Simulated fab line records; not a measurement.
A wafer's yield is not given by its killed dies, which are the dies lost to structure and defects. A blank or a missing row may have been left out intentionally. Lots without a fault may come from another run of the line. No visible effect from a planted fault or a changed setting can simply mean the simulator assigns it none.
Which of the tools did it? -- flow sky130 -- Sampling: 15 lots, 45 wafers, 4 of 708 route steps

## WHAT THE GAUGES SHOWED, per wafer
SKY_RES_XHIGH_TW_MEAS_09.
lot,measured,on,RES_XHIGH_TW
L120,day 27 18:38,film metro-02,1623 1618 1630
L121,day 28 02:09,film metro-01,1638 1643 1645
L122,day 28 03:57,film metro-02,1621 1622 1630
L123,day 28 16:14,film metro-02,1623 1624 1627
L124,day 29 05:12,film metro-03,1649 1660 1647
L125,day 29 17:29,film metro-01,1637 1641 1639
L127,day 29 23:49,film metro-01,1595 1602 1596
L128,day 30 06:00,film metro-01,1600 1591 1592
L129,day 30 16:11,film metro-02,1580 1587 1595
L136,day 32 18:52,film metro-01,1639 1631 1644
L137,day 33 05:25,film metro-02,1619 1615 1616
L138,day 33 12:38,film metro-01,1641 1633 1642
L139,day 34 00:30,film metro-03,1635 1636 1638
L140,day 34 14:24,film metro-01,1638 1639 1634
L141,day 34 22:01,film metro-01,1639 1625 1642

SKY_SD_N_RS_MEAS_18: uses a four-point probe to measure.
lot,measured,on,RES_XHIGH_RS (ohm/sq)
L120,day 28 23:43,film metro-01,332.0 332.0 331.9
L121,day 29 06:59,film metro-02,331.5 330.5 330.8
L122,day 29 09:28,film metro-02,334.1 333.8 333.1
L123,day 29 21:14,film metro-01,331.8 332.0 332.0
L124,day 30 10:30,film metro-02,332.6 332.0 331.7
L125,day 30 22:07,film metro-02,333.4 333.7 332.8
L127,day 31 04:59,film metro-01,358.9 359.5 355.1
L128,day 31 12:13,film metro-02,356.3 355.5 357.0
L129,day 31 20:23,film metro-02,354.7 354.8 355.8
L136,day 33 22:19,film metro-02,335.5 335.3 336.3
L137,day 34 09:04,film metro-02,333.7 334.4 335.2
L138,day 34 15:55,film metro-03,333.7 332.8 333.8
L139,day 35 03:13,film metro-02,333.6 333.7 333.4
L140,day 35 17:26,film metro-02,333.7 334.2 332.2
L141,day 36 01:23,film metro-01,332.6 333.2 331.9

SKY_LI_CONTACT_RS_MEAS_22: uses a four-point probe to measure.
lot,measured,on,LI_CONTACT_W_RS (ohm/sq)
L120,day 30 04:49,film metro-01,0.285 0.283 0.286
L121,day 30 12:23,film metro-01,0.285 0.286 0.285
L122,day 30 15:20,film metro-01,0.286 0.283 0.286
L123,day 31 02:37,film metro-03,0.285 0.287 0.285
L124,day 31 16:03,film metro-02,0.287 0.288 0.289
L125,day 32 02:55,film metro-03,0.289 0.286 0.287
L127,day 32 10:10,film metro-03,0.297 0.291 0.292
L128,day 32 16:16,film metro-02,0.282 0.285 0.282
L129,day 33 01:11,film metro-03,0.287 0.282 0.287
L136,day 35 01:55,film metro-01,0.286 0.286 0.287
L137,day 35 13:50,film metro-02,0.284 0.280 0.280
L138,day 35 20:03,film metro-02,0.288 0.284 0.277
L139,day 36 07:13,film metro-02,0.283 0.281 0.276
L140,day 36 21:14,film metro-03,0.282 0.279 0.283
L141,day 37 04:42,film metro-02,0.283 0.281 0.281

## TOOL THAT RAN EACH LOT (tool first, then ch and the chambers of the sampled wafers, then the start)
lot,SKY_RES_XHIGH_IMPLANT_07
L120,"implanter-02 ch 0, day 27 18:23"
L121,"implanter-03 ch 0, day 28 01:55"
L122,"implanter-03 ch 0, day 28 03:42"
L123,"implanter-01 ch 0, day 28 15:59"
L124,"implanter-02 ch 0, day 29 04:58"
L125,"implanter-01 ch 0, day 29 17:14"
L127,"implanter-01 ch 0, day 29 23:35"
L128,"implanter-01 ch 0, day 30 05:45"
L129,"implanter-01 ch 0, day 30 15:56"
L136,"implanter-02 ch 0, day 32 18:39"
L137,"implanter-03 ch 0, day 33 05:12"
L138,"implanter-01 ch 0, day 33 12:23"
L139,"implanter-01 ch 0, day 34 00:15"
L140,"implanter-03 ch 0, day 34 14:09"
L141,"implanter-01 ch 0, day 34 21:47"
- SKY_RES_XHIGH_IMPLANT_07

## WHAT THE TOOLS THEMSELVES READ (means of the sampled wafers that have a number; where no wafer has one, the mark that the record gives instead)
SKY_RES_XHIGH_IMPLANT_07.
lot,tool,beam on s (s),dose ions cm2
L120,implanter-02,40.0,3.6e+14
L121,implanter-03,39.2,3.6e+14
L122,implanter-03,39.7,3.6e+14
L123,implanter-01,39.5,3.6e+14
L124,implanter-02,40.0,3.6e+14
L125,implanter-01,39.6,3.6e+14
L127,implanter-01,36.2,3.3e+14
L128,implanter-01,35.7,3.3e+14
L129,implanter-01,36.3,3.3e+14
L136,implanter-02,39.8,3.6e+14
L137,implanter-03,40.0,3.6e+14
L138,implanter-01,39.3,3.6e+14
L139,implanter-01,39.7,3.6e+14
L140,implanter-03,39.9,3.6e+14
L141,implanter-01,40.4,3.6e+14

## THE ANSWER, worked out from the rows above alone
Rule: the usual values come from the lots themselves. Put in order of their means at a reading, lots are off if they are a third of the lots or fewer, leave a main group of 4 or more, and stand apart from it by a gap of 3 or more times the standard deviation of the main group's means; of several such gaps the widest counts. Not used: any main group whose means are identical at the precision the tables above print for the reading. Also off: a lot with no number at a reading for which 4 or more lots have one. The other lots that the step has rows for count as sound. The gauges are gone through in route order, then the tools' own readings, and for those a lot's mean is taken as printed above. At the first step where some lot is off, the reading lying furthest off is the one used; lots without a number count as furthest.
Off: at SKY_SD_N_RS_MEAS_18 (RES_XHIGH_RS), L127, L128, L129. Mean 333.1 ohm/sq and standard deviation 1.2 in the main group.
A tool fits if, at a process step before that reading, it ran every lot that is off, and no sound lot after the first of them. Not tried: the gauges at SKY_SD_N_RS_MEAS_18; whatever is off there is also off at SKY_RES_XHIGH_IMPLANT_07, on other tools, and gauge error can't account for it. No candidate that was tried fits.

## WHAT THE SIMULATOR PUT IN
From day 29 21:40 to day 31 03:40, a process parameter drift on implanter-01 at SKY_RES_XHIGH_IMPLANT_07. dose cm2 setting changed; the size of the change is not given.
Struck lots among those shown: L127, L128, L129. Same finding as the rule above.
